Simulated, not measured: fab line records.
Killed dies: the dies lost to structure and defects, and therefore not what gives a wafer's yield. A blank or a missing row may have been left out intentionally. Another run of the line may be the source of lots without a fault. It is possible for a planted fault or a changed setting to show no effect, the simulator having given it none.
Commonality check across tools || flow gf180mcu || 12 lots and 36 wafers in the sample

## REASON IT WAS OPENED
Of 12 lots, 2 have the reading V3_CVD_00_THK flagged at GF_V3_THK_MEAS_01. No-fault wafers: 599 nm, standard deviation 5.9.
Rule: flag the lot when none of its wafers has a number, or when each of its wafers that has one lies beyond 4 standard deviations from that mean. As for the other lots, they are considered sound.

{"lot": "L909", "measured": "day 21 13:45", "on": "film-metro-04", "V3_CVD_00_THK (nm), wafer by wafer": "589 591 589", "flag": ""}
{"lot": "L910", "measured": "day 22 03:45", "on": "film-metro-02", "V3_CVD_00_THK (nm), wafer by wafer": "606 606 607", "flag": ""}
{"lot": "L911", "measured": "day 22 06:43", "on": "film-metro-02", "V3_CVD_00_THK (nm), wafer by wafer": "603 597 603", "flag": ""}
{"lot": "L912", "measured": "day 22 17:02", "on": "film-metro-04", "V3_CVD_00_THK (nm), wafer by wafer": "604 604 605", "flag": ""}
{"lot": "L913", "measured": "day 23 09:16", "on": "film-metro-04", "V3_CVD_00_THK (nm), wafer by wafer": "599 606 600", "flag": ""}
{"lot": "L918", "measured": "day 24 23:09", "on": "film-metro-01", "V3_CVD_00_THK (nm), wafer by wafer": "601 598 603", "flag": ""}
{"lot": "L922", "measured": "day 26 07:15", "on": "film-metro-02", "V3_CVD_00_THK (nm), wafer by wafer": "301 303 304", "flag": "FLAGGED"}
{"lot": "L923", "measured": "day 26 17:58", "on": "film-metro-04", "V3_CVD_00_THK (nm), wafer by wafer": "608 612 608", "flag": ""}
{"lot": "L925", "measured": "day 27 00:20", "on": "film-metro-02", "V3_CVD_00_THK (nm), wafer by wafer": "296 289 295", "flag": "FLAGGED"}
{"lot": "L926", "measured": "day 27 07:13", "on": "film-metro-02", "V3_CVD_00_THK (nm), wafer by wafer": "602 601 593", "flag": ""}
{"lot": "L928", "measured": "day 27 17:19", "on": "film-metro-01", "V3_CVD_00_THK (nm), wafer by wafer": "599 603 601", "flag": ""}
{"lot": "L929", "measured": "day 28 00:38", "on": "film-metro-01", "V3_CVD_00_THK (nm), wafer by wafer": "607 597 608", "flag": ""}
The numbers of the flagged lots are 298 nm on average: -301 nm against the usual, or -51 standard deviations.

## WHICH TOOL EACH LOT WENT THROUGH
The record keeps 1 process step preceding the reading, out of 602 steps on the route. Read each cell as the tool, then ch plus the chambers that the sampled wafers visited, then the start.
{"lot": "L909", "flag": "", "GF_V3_CVD_00": "hdpcvd-01 ch 1,2, day 21 13:41"}
{"lot": "L910", "flag": "", "GF_V3_CVD_00": "hdpcvd-02 ch 0,2, day 22 03:40"}
{"lot": "L911", "flag": "", "GF_V3_CVD_00": "hdpcvd-01 ch 0,1, day 22 06:38"}
{"lot": "L912", "flag": "", "GF_V3_CVD_00": "hdpcvd-02 ch 0,2, day 22 16:57"}
{"lot": "L913", "flag": "", "GF_V3_CVD_00": "hdpcvd-01 ch 1,2, day 23 09:11"}
{"lot": "L918", "flag": "", "GF_V3_CVD_00": "hdpcvd-01 ch 1,2, day 24 23:05"}
{"lot": "L922", "flag": "FLAGGED", "GF_V3_CVD_00": "hdpcvd-01 ch 0,1,2, day 26 07:11"}
{"lot": "L923", "flag": "", "GF_V3_CVD_00": "hdpcvd-02 ch 0,2, day 26 17:53"}
{"lot": "L925", "flag": "FLAGGED", "GF_V3_CVD_00": "hdpcvd-01 ch 0,2, day 27 00:14"}
{"lot": "L926", "flag": "", "GF_V3_CVD_00": "hdpcvd-02 ch 0,2, day 27 07:08"}
{"lot": "L928", "flag": "", "GF_V3_CVD_00": "hdpcvd-02 ch 0,1,2, day 27 17:14"}
{"lot": "L929", "flag": "", "GF_V3_CVD_00": "hdpcvd-02 ch 0,1, day 28 00:34"}
What is done by these steps:
- GF_V3_CVD_00: deposits SiO2, target thk 600 nm, time 100 s.
- GF_V3_THK_MEAS_01

## FLAGGED AGAINST TOTAL, ONE TOOL AT A TIME (gauges that did the reading follow at the end)
{"step": "GF_V3_CVD_00", "tool": "hdpcvd-01", "lots run": 6, "flagged": 2, "share of the flagged lots": "all", "sound lots run after its first flagged lot": 0}
{"step": "GF_V3_CVD_00", "tool": "hdpcvd-02", "lots run": 6, "flagged": 0, "share of the flagged lots": "none", "sound lots run after its first flagged lot": "-"}
{"step": "GF_V3_THK_MEAS_01", "tool": "film-metro-01", "lots run": 3, "flagged": 0, "share of the flagged lots": "none", "sound lots run after its first flagged lot": "-"}
{"step": "GF_V3_THK_MEAS_01", "tool": "film-metro-02", "lots run": 5, "flagged": 2, "share of the flagged lots": "all", "sound lots run after its first flagged lot": "1 (L926)"}
{"step": "GF_V3_THK_MEAS_01", "tool": "film-metro-04", "lots run": 4, "flagged": 0, "share of the flagged lots": "none", "sound lots run after its first flagged lot": "-"}

## WHAT THE TABLE PERMITS
Table rows that saw every flagged lot: 2, namely hdpcvd-01 at GF_V3_CVD_00 and film-metro-02 at GF_V3_THK_MEAS_01.
- hdpcvd-01 at GF_V3_CVD_00: 2 of its 6 lots flagged. A fault beginning between L918 (day 24 23:05), its last sound lot, and L922 (day 26 07:11), its first flagged one, fits the data. Its own readings (sih4-flow-sccm) fall more than 4 standard deviations out on all wafers of the flagged lots.
- film-metro-02 at GF_V3_THK_MEAS_01: 2 of its 5 lots flagged. Sound lots ran on it after the first flagged one (L926), which a lasting fault on the whole tool wouldn't allow.
Just one tool remains: hdpcvd-01 at GF_V3_CVD_00.

## WHAT THE SIMULATOR PUT IN
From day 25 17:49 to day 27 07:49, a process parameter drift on hdpcvd-01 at GF_V3_CVD_00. A move of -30 in setting sih4-flow-sccm, from 60. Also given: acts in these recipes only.
Lots struck among those shown: L922, L925. The rule above found the same.
